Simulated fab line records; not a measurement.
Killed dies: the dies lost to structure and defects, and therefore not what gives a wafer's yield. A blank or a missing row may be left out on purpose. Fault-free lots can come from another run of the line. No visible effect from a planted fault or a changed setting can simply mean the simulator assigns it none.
fab line records    flow sky130
record lots=5  wafers=15  last_day=50
route steps=708 shown VIA3@585 METAL4@598 PAD_OPEN@708
lots that met no fault: from a run of the same line without faults
start_h: start of the lot's first displayed wafer, in hours after the record's first day    wait_h: hours elapsed since this lot's preceding step    " same as the row above    L1.1+2: a single row standing in for several wafers    - no value present, or no start provided    * or withheld: withheld    < > ~ a bound
route shown NAME@n: NAME is a module with steps in the file, n the number in the route of the first one    usual: mean/standard deviation taken from wafers without a fault    same: alike in all rows    chamber/n: place in a boat    sites: readings site by site    _std_site: the standard deviation of these    _edge_site: inner sites' mean taken away from outer sites' mean    radius_mm: how far each site lies from the wafer's centre    mask NAME#n: copy n    behind: the tool/chamber that last shaped the wafer    hold: why the lot was held/for how many hours/how that ended    device: whichever transistor did not switch (one of n, p or np)    end of line: the route-end tests of the same wafers    a step with no rows: only its recipe    killed: not the wafer's yield, but the dies lost to structure and defects at the first sort    map: a wafer's dies, x killed, . not, _ none there
set.NAME: the run value of the setting; set.NAME@STEP: its run value at that earlier step    model.NAME: the simulator's own value behind a step, which no gauge read
certain route steps with their lots: each step a table, each wafer a row
services: the hour from which a tool's chamber was out of use, counted from the record's first day as start_h (under 0 if before that day), plus the number of hours and why
## steps
# step SKY_VIA3_CD_MEAS_12
# recipe target_cd_nm=200
# usual cd_nm=199.9/1.5
lot.wafer  tool       chamber  start_h  wait_h  cd_nm
L264.3     cd_sem-01  -        953.36   -       199.5
L264.5     "          -        "        "       199.3
L264.6     "          -        "        "       197.8
L268.2     cd_sem-02  -        974.19   -       200.6
L268.5     "          -        "        "       200.0
L268.6     "          -        "        "       200.9
L275.1     cd_sem-01  -        1024.27  -       201.2
L275.3     "          -        "        "       201.1
L275.6     "          -        "        "       202.5
L280.3     cd_sem-01  -        1055.45  -       200.6
L280.5     "          -        "        "       199.6
L280.6     "          -        "        "       200.5
L283.4     cd_sem-01  -        1069.62  -       200.6
L283.5     "          -        "        "       200.2
L283.6     "          -        "        "       201.9
# step SKY_VIA3_OVL_MEAS_13
# usual VIA3_OVL=-2/6.6
lot.wafer  tool        chamber  start_h  wait_h  VIA3_OVL[nm]
L264.3     overlay-01  -        953.45   0.1     -15
L264.5     "           -        "        "       -9
L264.6     "           -        "        "       -11
L268.2     overlay-01  -        974.30   0.1     -7
L268.5     "           -        "        "       -7
L268.6     "           -        "        "       -9
L275.1     overlay-02  -        1024.39  0.1     -5
L275.3     "           -        "        "       -7
L275.6     "           -        "        "       -9
L280.3     overlay-02  -        1055.54  0.1     -2
L280.5     "           -        "        "       -4
L280.6     "           -        "        "       8
L283.4     overlay-01  -        1069.69  0.1     -1
L283.5     "           -        "        "       10
L283.6     "           -        "        "       2
# step SKY_VIA3_ETCH_14
# recipe chemistry=N2/H2  target=BARC  ion_energy_ev=200  source_w=500  bias_w=100  pressure_mtorr=30  n2_flow_sccm=100  h2_flow_sccm=200  stop_on=SiO2  time_s=45.9  target_depth_a=600
# step SKY_VIA3_ETCH_15
# recipe target=SiO2  chemistry=C4F8/O2/Ar  target_depth_nm=507  stop_on=TiN  mask_material=KrF-thick  source_w=1480  bias_w=1200  pressure_mtorr=40  c4f8_flow_sccm=withheld  O2_flow_sccm=6  Ar_flow_sccm=300  time_s=78
# usual oes_product_au=0.945/0.0045  rf_fwd_power_W=1469/5.7
lot.wafer  tool         chamber  start_h  wait_h  oes_product_au  rf_fwd_power_W  rf_hours_counter_h
L264.3     rie_diel-01  0        953.52   0.0     0.945           1469            3
L264.5     "            0        "        "       0.948           1472            -
L264.6     "            3        "        "       0.945           1472            -
L268.2     rie_diel-02  0        974.37   0.0     0.941           1465            16
L268.5     "            0        "        "       0.935           1458            -
L268.6     "            3        "        "       0.942           1471            -
L275.1     rie_diel-04  1        1024.47  0.0     0.940           1469            14
L275.3     "            3        "        "       0.948           1472            24
L275.6     "            2        "        "       0.945           1461            -
L280.3     rie_diel-02  1        1055.60  0.0     0.949           1468            22
L280.5     "            0        "        "       0.947           1462            -
L280.6     "            3        "        "       0.947           1472            -
L283.4     rie_diel-01  2        1069.75  0.0     0.946           1460            12
L283.5     "            3        "        "       0.941           1472            -
L283.6     "            0        "        "       0.952           1471            -
# step SKY_VIA3_STRIP_16
# recipe chemistry=O2/N2  power_w=1400  pressure_mtorr=1500  platen_temp_c=withheld  o2_flow_sccm=3000  n2_flow_sccm=300  overash_fraction=0.5
# usual drypump_motor_current_A=5.7/0.47  n2_flow_sccm=299.9/0.95  oes_product_au=0.402/0.0044  strip_time_to_endpoint_s=4.131/0.023
# same overash_fraction=0.5
lot.wafer  tool             chamber  start_h  wait_h  drypump_motor_current_A  n2_flow_sccm  oes_product_au  rf_hours_counter_h  strip_time_to_endpoint_s
L264.3     plasma_asher-01  1        953.61   0.1     6.5                      298.3         0.398           -                   4.127
L264.5     "                0        "        "       5.3                      300.7         0.406           -                   4.092
L264.6     "                1        "        "       6.5                      298.2         0.406           -                   4.143
L268.2     plasma_asher-03  0        974.43   0.0     5.6                      299.4         0.397           55                  4.081
L268.5     "                0        "        "       5.5                      300.7         0.398           -                   4.109
L268.6     "                1        "        "       5.1                      299.0         0.397           -                   4.129
L275.1     plasma_asher-02  1        1024.53  0.0     6.1                      300.4         0.403           27                  4.155
L275.3     "                1        "        "       6.0                      299.5         0.412           -                   4.154
L275.6     "                1        "        "       6.0                      299.5         0.393           -                   4.118
L280.3     plasma_asher-01  0        1055.70  0.1     5.3                      301.5         0.399           -                   4.148
L280.5     "                0        "        "       5.3                      301.2         0.399           -                   4.090
L280.6     "                1        "        "       6.5                      299.1         0.399           -                   4.159
L283.4     plasma_asher-01  0        1069.85  0.1     5.3                      299.7         0.404           -                   4.091
L283.5     "                1        "        "       6.5                      299.1         0.405           -                   4.127
L283.6     "                0        "        "       5.3                      299.8         0.397           -                   4.119
# step SKY_VIA3_STRIP_17
# recipe chemistry=post_etch_residue_remover  time_s=1200  temp_c=72.5
# step SKY_VIA3_CLEAN_18
# recipe chemistry=IPA  time_s=180  temp_c=25
# step SKY_VIA3_CLEAN_19
# recipe chemistry=O3/DIW  dry=n2_spin
# step SKY_VIA3_SPUTTER_20
# recipe material=TiN  target_thk_nm=20  chamber_pressure_pa=5  power_w=4000  time_s=80
# usual throttle_valve_pct=29.8/0.96
lot.wafer  tool            chamber  start_h  wait_h  throttle_valve_pct
L264.3     pvd_sputter-02  -        954.18   0.0     31.1
L264.5     "               -        "        "       28.7
L264.6     "               -        "        "       31.1
L268.2     pvd_sputter-02  -        975.02   0.0     29.5
L268.5     "               -        "        "       31.0
L268.6     "               -        "        "       28.8
L275.1     pvd_sputter-01  -        1025.12  0.0     29.5
L275.3     "               -        "        "       29.8
L275.6     "               -        "        "       29.8
L280.3     pvd_sputter-01  -        1056.26  0.0     29.7
L280.5     "               -        "        "       29.9
L280.6     "               -        "        "       29.2
L283.4     pvd_sputter-02  -        1070.41  0.0     29.5
L283.5     "               -        "        "       29.3
L283.6     "               -        "        "       28.9
# step SKY_VIA3_CVD_21
# recipe material=W  target_thk_nm=390  time_s=117.31  temp_c=400  pressure_torr=40
# usual heater_power_w=884/55
lot.wafer  tool      chamber  start_h  wait_h  heater_power_w
L264.3     cvd_w-01  0        954.28   0.1     830
L264.5     "         0        "        "       823
L264.6     "         1        "        "       861
L268.2     cvd_w-02  1        975.08   0.0     961
L268.5     "         1        "        "       942
L268.6     "         0        "        "       910
L275.1     cvd_w-01  0        1025.18  0.0     842
L275.3     "         0        "        "       836
L275.6     "         0        "        "       818
L280.3     cvd_w-02  0        1056.36  0.1     907
L280.5     "         0        "        "       906
L280.6     "         1        "        "       965
L283.4     cvd_w-01  1        1070.51  0.1     849
L283.5     "         0        "        "       827
L283.6     "         1        "        "       864
# step SKY_VIA3_RS_MEAS_22
# recipe thk_meas_gauge=four-point-probe  reads=W_of_VIA3_CVD_21+TiN_of_VIA3_SPUTTER_20
# usual VIA3_W_RS=0.295/0.0033
lot.wafer  tool           chamber  start_h  wait_h  VIA3_W_RS[ohm/sq]
L264.3     film_metro-02  -        954.40   0.1     0.291
L264.5     "              -        "        "       0.291
L264.6     "              -        "        "       0.293
L268.2     film_metro-01  -        975.22   0.1     0.293
L268.5     "              -        "        "       0.295
L268.6     "              -        "        "       0.295
L275.1     film_metro-04  -        1025.32  0.1     0.297
L275.3     "              -        "        "       0.295
L275.6     "              -        "        "       0.298
L280.3     film_metro-04  -        1056.48  0.1     0.303
L280.5     "              -        "        "       0.301
L280.6     "              -        "        "       0.298
L283.4     film_metro-02  -        1070.65  0.1     0.295
L283.5     "              -        "        "       0.296
L283.6     "              -        "        "       0.299
# step SKY_VIA3_THK_MEAS_23
# recipe thk_meas_gauge=xrf  reads=W_of_VIA3_CVD_21
# usual VIA3_W_THK=414/4.7
lot.wafer  tool           chamber  start_h  wait_h  VIA3_W_THK[nm]
L264.3     film_metro-02  -        954.50   0.1     418
L264.5     "              -        "        "       416
L264.6     "              -        "        "       416
L268.2     film_metro-01  -        975.33   0.1     420
L268.5     "              -        "        "       413
L268.6     "              -        "        "       415
L275.1     film_metro-04  -        1025.44  0.1     415
L275.3     "              -        "        "       417
L275.6     "              -        "        "       413
L280.3     film_metro-04  -        1056.58  0.1     406
L280.5     "              -        "        "       411
L280.6     "              -        "        "       412
L283.4     film_metro-02  -        1070.74  0.1     409
L283.5     "              -        "        "       408
L283.6     "              -        "        "       405
# step SKY_VIA3_CMP_24
# recipe stop_on=SiO2  t_overpolish_s=20  down_force_psi=3.5  platen_rpm=60  target_thk_nm=0  pad_velocity_m_s=0.94248
# usual motor_current_A=11.1/0.86  overpolish_run_s=20.000/0.0081  retaining_ring_pressure_frac=0.999/0.0044  slurry_flow_ml_min=150.0/0.48  time_to_endpoint_s=95/3.3
lot.wafer  tool    chamber  start_h  wait_h  motor_current_A  overpolish_run_s  retaining_ring_pressure_frac  slurry_flow_ml_min  time_to_endpoint_s
L264.3     cmp-02  1        954.69   0.2     11.7             20.004            0.987                         149.0               94
L264.6     "       2        "        "       10.3             20.020            1.010                         149.9               94
L264.5     "       3        "        "       10.7             19.996            0.999                         149.9               97
L268.2     cmp-02  0        975.43   0.1     9.4              0.039             0.999                         149.9               149
L268.5     "       3        "        "       10.8             20.011            1.003                         149.9               95
L268.6     "       0        "        "       9.3              0.046             0.996                         150.6               149
L275.3     cmp-01  1        1025.50  0.0     11.7             20.005            1.003                         149.8               91
L275.1     "       2        "        "       12.1             20.000            0.999                         150.2               90
L275.6     "       2        "        "       11.5             20.009            1.001                         150.1               90
L280.3     cmp-01  2        1056.67  0.1     12.0             20.006            0.992                         149.7               93
L280.5     "       1        "        "       12.2             20.012            1.003                         149.2               93
L280.6     "       2        "        "       11.6             19.998            0.990                         150.1               99
L283.4     cmp-01  0        1070.77  0.0     11.7             19.998            0.997                         150.0               97
L283.6     "       0        "        "       11.8             20.005            1.006                         150.1               100
L283.5     "       1        "        "       11.1             19.994            1.002                         149.9               92
# step SKY_METAL4_SPUTTER_00
# recipe material=Ti  target_thk_nm=15  power_w=3000  time_s=10  chamber_pressure_pa=0.4
# usual throttle_valve_pct=29.9/0.91
lot.wafer  tool            chamber  start_h  wait_h  throttle_valve_pct
L264.3     pvd_sputter-02  -        954.84   0.1     29.2
L264.5     "               -        "        "       29.4
L264.6     "               -        "        "       29.5
L268.5     pvd_sputter-03  -        975.70   0.1     29.5
L275.1     pvd_sputter-04  -        1025.80  0.2     30.5
L275.3     "               -        "        "       31.2
L275.6     "               -        "        "       28.9
L280.3     pvd_sputter-02  -        1056.92  0.2     30.9
L280.5     "               -        "        "       29.3
L280.6     "               -        "        "       29.6
L283.4     pvd_sputter-04  -        1071.07  0.2     29.8
L283.5     "               -        "        "       30.5
L283.6     "               -        "        "       31.4
# step SKY_PAD_OPEN_PROBE_99
# usual defect_limited_yield=82.5/1.9  killed_at_M0_to_M3=42/7.2  killed_at_M4_up=3.5/1.8  killed_at_contacts=25/5.7  killed_at_front_end=16/4.6  killed_at_other=0.2/0.41  killed_dies=86/9.3  killed_on_rim=17/3.9  killed_open=47/6.3  killed_short=39/5.9  sort_bin_3_pad_short=0.9/0.44  sort_bin_5_function=10.3/1.5  sort_bin_6_memory=6.3/1  sort_n_pass=406/9.3  sort_yield_pct=82.5/1.9
# same gross_dies=492  killed_at_back_side=0  sort_bin_4_leakage[%]=0  sort_bin_8_speed[%]=0
lot.wafer  tool       chamber  start_h  wait_h  defect_limited_yield[%]  killed_at_M0_to_M3  killed_at_M4_up  killed_at_contacts  killed_at_front_end  killed_at_other  killed_dies  killed_on_rim  killed_open  killed_short  sort_bin_3_pad_short[%]  sort_bin_5_function[%]  sort_bin_6_memory[%]  sort_n_pass  sort_yield_pct[%]
L264.3     prober-02  -        1097.42  0.2     80.3                     43                  6                32                  16                   0                97           20             55           42            0.8                      11.4                    7.5                   395          80.3
L264.5     prober-02  -        1097.52  0.2     80.9                     38                  5                37                  14                   0                94           18             56           38            1.8                      10.0                    7.3                   398          80.9
L264.6     prober-02  -        1097.57  0.2     81.1                     49                  3                23                  18                   0                93           19             48           45            0.8                      10.6                    7.5                   399          81.1
L268.2     prober-01  -        1115.98  0.1     0                        450                 3                30                  9                    0                492          96             45           36            85.0                     8.5                     6.5                   0            0
L268.5     prober-01  -        1116.13  0.2     79.1                     40                  8                35                  19                   1                103          18             57           46            1.4                      12.2                    7.3                   389          79.1
L268.6     prober-01  -        1116.18  0.2     0                        445                 2                31                  14                   0                492          96             43           46            83.5                     9.8                     6.7                   0            0
L275.1     prober-02  -        1155.80  0.1     78.7                     54                  3                26                  22                   0                105          27             63           42            2.4                      11.2                    7.7                   387          78.7
L275.3     prober-02  -        1155.90  0.2     82.7                     40                  3                27                  15                   0                85           14             50           35            0.2                      11.8                    5.3                   407          82.7
L275.6     prober-02  -        1156.05  0.2     80.7                     55                  2                20                  18                   0                95           20             42           53            1.2                      12.0                    6.1                   397          80.7
L280.3     prober-01  -        1182.12  0.2     83.1                     43                  4                22                  13                   1                83           23             40           43            1.0                      10.0                    5.9                   409          83.1
L280.5     prober-01  -        1182.22  0.2     82.3                     43                  3                33                  7                    1                87           16             42           45            0.8                      10.0                    6.9                   405          82.3
L280.6     prober-01  -        1182.27  0.2     82.3                     43                  5                24                  15                   0                87           16             44           43            1.2                      11.8                    4.7                   405          82.3
L283.4     prober-02  -        1191.84  0.2     83.9                     35                  3                27                  14                   0                79           12             44           35            1.8                      8.3                     5.9                   413          83.9
L283.5     prober-02  -        1191.89  0.2     83.7                     36                  7                22                  14                   1                80           19             38           42            0.4                      10.4                    5.5                   412          83.7
L283.6     prober-02  -        1191.94  0.2     80.9                     56                  2                18                  17                   1                94           20             50           44            1.2                      10.6                    7.3                   398          80.9
# killed by level:class
L264.3 CONTACT:geometric_particle:open=13 VIA1:geometric_particle:open=12 LOCAL_INTERCONNECT:geometric_particle:short=7 VIA2:geometric_particle:open=7 METAL2:geometric_particle:short=6 LI_CONTACT:geometric_particle:open=5 FIELD_ISO:geometric_particle:open=5 CONTACT:geometric_particle:short=4
L264.5 CONTACT:geometric_particle:open=16 LI_CONTACT:geometric_particle:open=11 VIA1:geometric_particle:open=9 VIA2:geometric_particle:open=5 METAL1:geometric_particle:short=5 METAL2:geometric_particle:short=5 METAL4:geometric_particle:short=5 SPACER:geometric_particle:short=4
L264.6 VIA1:geometric_particle:open=16 LI_CONTACT:geometric_particle:open=9 METAL1:geometric_particle:short=7 VIA1:geometric_particle:short=7 FIELD_ISO:geometric_particle:short=5 VIA3:geometric_particle:open=5 LOCAL_INTERCONNECT:geometric_particle:short=4 CONTACT:geometric_particle:short=4
L268.2 VIA3:area_cmp=411 CONTACT:geometric_particle:open=12 CONTACT:geometric_particle:short=8 VIA3:geometric_particle:open=8 VIA2:geometric_particle:open=7 VIA1:geometric_particle:open=6 LI_CONTACT:geometric_particle:open=5 LOCAL_INTERCONNECT:geometric_particle:short=4
L268.5 CONTACT:geometric_particle:open=14 VIA1:geometric_particle:open=11 LI_CONTACT:geometric_particle:open=10 FIELD_ISO:geometric_particle:short=8 METAL2:geometric_particle:short=8 METAL4:geometric_particle:short=7 LOCAL_INTERCONNECT:geometric_particle:short=7 VIA2:geometric_particle:open=6
L268.6 VIA3:area_cmp=403 LI_CONTACT:geometric_particle:open=12 CONTACT:geometric_particle:open=9 VIA2:geometric_particle:short=7 VIA3:geometric_particle:open=7 CONTACT:geometric_particle:short=6 METAL3:geometric_particle:short=6 VIA3:geometric_particle:short=5
L275.1 VIA1:geometric_particle:open=16 METAL1:geometric_particle:short=12 LI_CONTACT:geometric_particle:open=11 CONTACT:geometric_particle:open=9 METAL2:geometric_particle:short=7 FIELD_ISO:geometric_particle:open=6 FIELD_ISO:geometric_particle:short=6 VIA2:geometric_particle:open=5
L275.3 CONTACT:geometric_particle:open=11 LI_CONTACT:geometric_particle:open=8 VIA2:geometric_particle:open=8 METAL2:geometric_particle:short=8 FIELD_ISO:geometric_particle:open=6 CONTACT:geometric_particle:short=5 FIELD_ISO:geometric_particle:short=4 VIA1:geometric_particle:open=4
L275.6 METAL2:geometric_particle:short=10 VIA1:geometric_particle:open=9 METAL1:geometric_particle:short=9 VIA3:geometric_particle:open=8 CONTACT:geometric_particle:short=6 FIELD_ISO:geometric_particle:short=5 LI_CONTACT:geometric_particle:open=5 VIA2:geometric_particle:open=5
L280.3 VIA1:geometric_particle:open=10 LOCAL_INTERCONNECT:geometric_particle:short=7 VIA2:geometric_particle:short=6 FIELD_ISO:geometric_particle:short=5 LI_CONTACT:geometric_particle:open=5 VIA1:geometric_particle:short=5 VIA2:geometric_particle:open=5 LI_CONTACT:geometric_particle:short=4
L280.5 VIA1:geometric_particle:open=10 CONTACT:geometric_particle:open=9 LOCAL_INTERCONNECT:geometric_particle:short=9 METAL1:geometric_particle:short=9 LI_CONTACT:geometric_particle:open=6 METAL2:geometric_particle:short=6 VIA2:geometric_particle:open=6 CONTACT:geometric_particle:short=5
L280.6 VIA1:geometric_particle:open=10 CONTACT:geometric_particle:open=8 METAL2:geometric_particle:short=7 VIA2:geometric_particle:open=6 LI_CONTACT:geometric_particle:open=5 METAL1:geometric_particle:short=5 VIA2:geometric_particle:short=5 POLY_GATE:geometric_particle:open=4
L283.4 LI_CONTACT:geometric_particle:open=11 POLY_GATE:geometric_particle:open=8 METAL1:geometric_particle:short=7 VIA3:geometric_particle:open=7 CONTACT:geometric_particle:short=6 CONTACT:geometric_particle:open=5 VIA1:geometric_particle:short=5 LOCAL_INTERCONNECT:geometric_particle:short=5
L283.5 CONTACT:geometric_particle:open=10 VIA1:geometric_particle:open=7 METAL4:geometric_particle:short=6 METAL2:geometric_particle:short=6 LOCAL_INTERCONNECT:geometric_particle:short=5 VIA1:geometric_particle:short=5 VIA3:geometric_particle:open=4 FIELD_ISO:geometric_particle:short=3
L283.6 VIA3:geometric_particle:open=14 VIA1:geometric_particle:open=10 POLY_GATE:geometric_particle:short=7 LI_CONTACT:geometric_particle:open=7 VIA2:geometric_particle:open=7 METAL2:geometric_particle:short=6 VIA1:geometric_particle:short=6 METAL3:geometric_particle:short=4
# map L268.2 (x killed, . not)
__________xxxxxxxxxx_________
________xxxxxxxxxxxxxx_______
______xxxxxxxxxxxxxxxxxx_____
_____xxxxxxxxxxxxxxxxxxxx____
____xxxxxxxxxxxxxxxxxxxxxx___
___xxxxxxxxxxxxxxxxxxxxxxxx__
__xxxxxxxxxxxxxxxxxxxxxxxxxx_
_xxxxxxxxxxxxxxxxxxxxxxxxxxxx
_xxxxxxxxxxxxxxxxxxxxxxxxxxxx
_xxxxxxxxxxxxxxxxxxxxxxxxxxxx
_xxxxxxxxxxxxxxxxxxxxxxxxxxxx
_xxxxxxxxxxxxxxxxxxxxxxxxxxxx
_xxxxxxxxxxxxxxxxxxxxxxxxxxxx
_xxxxxxxxxxxxxxxxxxxxxxxxxxxx
_xxxxxxxxxxxxxxxxxxxxxxxxxxxx
__xxxxxxxxxxxxxxxxxxxxxxxxxx_
___xxxxxxxxxxxxxxxxxxxxxxxx__
____xxxxxxxxxxxxxxxxxxxxxx___
_____xxxxxxxxxxxxxxxxxxxx____
______xxxxxxxxxxxxxxxxxx_____
________xxxxxxxxxxxxxx_______
__________xxxxxxxxxx_________
# map L264.3 (x killed, . not)
__________......x..._________
________.............._______
______....x....x.x...x.._____
_____.....x...x...x.x.x..____
____....x...............x.___
___xx...x.x.....x.....x.x..__
__...x.......x.............._
_x..x...x..x.....x....x......
_...x..........x.......x....x
_.......x........xx..........
_x........xx.......x....x....
_..x.x.x............x........
_...xx..xx...x....x........x.
_x...xxx...xx..x.xx..........
_......x..xx..xx.x.....x.....
__........................x._
___......x...x..x.x.x......__
____..x..x...x.x.....x....___
_____.x..xx.x......x..xx.____
______x..x........xx...._____
________..x..x....xxx._______
__________...x.x.x.x_________
## services
tool             chamber  start_h  hours  kind
pvd_sputter-02   2        930.04   -      consumable_replace:kit
cmp-01           -        937.08   5.6    pm
rie_diel-02      3        939.45   8.9    repair
plasma_asher-01  -        943.35   0.6    repair
cmp-02           -        943.39   1.1    repair
plasma_asher-02  -        946.99   15.2   repair
pvd_sputter-02   -        947.51   4.0    repair
cmp-01           -        955.42   5.7    pm
plasma_asher-02  -        956.72   0.5    repair
cmp-02           -        966.38   3.9    repair
pvd_sputter-03   -        967.76   2.9    repair
plasma_asher-02  -        978.00   1.7    repair
pvd_sputter-01   -        981.76   1.7    repair
cmp-02           -        985.58   12.6   repair
cvd_w-02         1        986.77   12.8   repair
pvd_sputter-04   -        1011.22  2.6    repair
rie_diel-01      0        1015.19  13.5   repair
pvd_sputter-03   -        1016.37  3.0    repair
rie_diel-04      0        1021.34  11.6   repair
cvd_w-01         -        1026.89  6.9    pm
rie_diel-02      -        1045.57  0.1    repair
pvd_sputter-04   -        1052.56  0.5    repair
cmp-02           -        1057.40  0.6    repair
pvd_sputter-02   -        1067.27  2.5    repair
## key
first_sign step=SKY_VIA3_CMP_24  reading=overpolish_run_s  direction=down  sigmas=99+  usual=20.000  struck=0.042
effect step=SKY_VIA3_CMP_24  reading=time_to_endpoint_s  direction=up  sigmas=16  usual=*  struck=*
effect step=SKY_PAD_OPEN_PROBE_99  reading=sort_bin_3_pad_short  direction=up  sigmas=99+  usual=0.9  struck=84.2
more_kills_born_at SKY_VIA3_CMP_24@cmp-02=814
met_at SKY_VIA3_CMP_24
struck_wafers L268.2,L268.6
later_rows_left_out L268.2,L268.6
fault kind=process_parameter_drift  tool=cmp-02  chamber=0  onset_h=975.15  steps=SKY_VIA3_CMP_24  channel=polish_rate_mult  offset=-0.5  shape=step  end_h=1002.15
# later_rows_left_out: the simulator's readings of these wafers behind a module that went badly wrong aren't trusted and aren't shown, but for the sort
